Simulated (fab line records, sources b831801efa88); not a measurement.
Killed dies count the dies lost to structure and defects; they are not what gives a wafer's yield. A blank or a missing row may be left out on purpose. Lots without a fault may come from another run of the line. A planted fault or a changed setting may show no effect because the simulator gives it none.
2 desks looking at one fault / flow sky130 / only its own numbers are on each desk; what lay behind them is given at the end

## THE METROLOGY DESK
What the gauges read for every lot (on any tool): the sampled wafers with a number, averaged. If a lot's mean is further than 4 standard deviations from the usual mean, the lot is out of limits and carries the mark OUT (the distance appears in the brackets).
Columns: A = SD_P_OVL at SKY_SD_P_OVL_MEAS_08, usual -0.1 nm; B = SD_N_OVL at SKY_SD_N_OVL_MEAS_08, usual 0.2 nm
lot=L408; first seen here=day 25 06:02; A=-0.9; B=2.4
lot=L409; first seen here=day 25 15:52; A=-0.9; B=-0.5
lot=L410; first seen here=day 26 04:43; A=-1.0; B=0.5
lot=L413; first seen here=day 27 15:28; A=0.4; B=-2.1
lot=L414; first seen here=day 28 04:30; A=0.5; B=0.6
lot=L421; first seen here=day 30 10:01; A=-1.2; B=1.0
lot=L422; first seen here=day 30 10:20; A=-0.6; B=0.2
lot=L426; first seen here=day 32 08:59; A=1.8; B=1.5
lot=L427; first seen here=day 32 11:01; A=2.1; B=-0.8
lot=L428; first seen here=day 32 16:05; A=-1.2; B=-1.7
lot=L429; first seen here=day 32 19:22; A=0.7; B=2.0
lot=L430; first seen here=day 33 03:29; A=-0.4; B=1.0
lot=L431; first seen here=day 33 05:50; A=0.1; B=-0.3
This desk found nothing out of limits on any of the 13 lots.

## DESK OF THE TOOL OWNER: implanter-04
The tool's own readings at SKY_LDD_N_IMPLANT_14: means of the sampled wafers that have a number, for each lot that ran on this tool. If a lot's mean is further than 4 standard deviations from the usual mean, the lot is out of limits and carries the mark OUT (the distance appears in the brackets).
Columns: A = end-station-pressure-torr at SKY_LDD_N_IMPLANT_14, usual 5.05e-06 Torr; B = rotation-deg at SKY_LDD_N_IMPLANT_14, usual 180.00 degrees
lot=L409; first seen here=day 18 00:02; A=4.98e-06; B=179.99
lot=L413; first seen here=day 19 22:14; A=5.05e-06; B=361.86 (+99 or more) OUT
lot=L414; first seen here=day 20 15:25; A=5.10e-06; B=361.84 (+99 or more) OUT
lot=L422; first seen here=day 23 02:10; A=4.94e-06; B=179.98
lot=L427; first seen here=day 25 06:14; A=5.04e-06; B=180.01
lot=L428; first seen here=day 25 10:56; A=5.54e-06; B=180.00
lot=L431; first seen here=day 26 02:31; A=5.10e-06; B=179.97
This desk's verdict: out of limits on L413, L414, starting with L413 at day 19 22:14 (rotation-deg at SKY_LDD_N_IMPLANT_14). L409, L422, L427, L428, L431: within limits.

## PUT TOGETHER
At day 19 22:14, on L413, L414, the tool owner's desk was in a position to raise an alarm.
At the metrology desk, nothing out of limits was observed.
The metrology desk has L413, L414 on record, within its limits.
SKY_LDD_N_IMPLANT_14 was run on implanter-04 by each of the lots named.

## WHAT HAD BEEN PUT IN BY THE SIMULATOR
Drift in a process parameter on implanter-04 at SKY_LDD_N_IMPLANT_14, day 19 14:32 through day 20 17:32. From 180, the setting rotation-deg moved by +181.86. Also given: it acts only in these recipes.
Struck lots among those shown: L413, L414.
Hours from the fault's start to each desk's first reading out of limits: the tool owner's desk, 8.
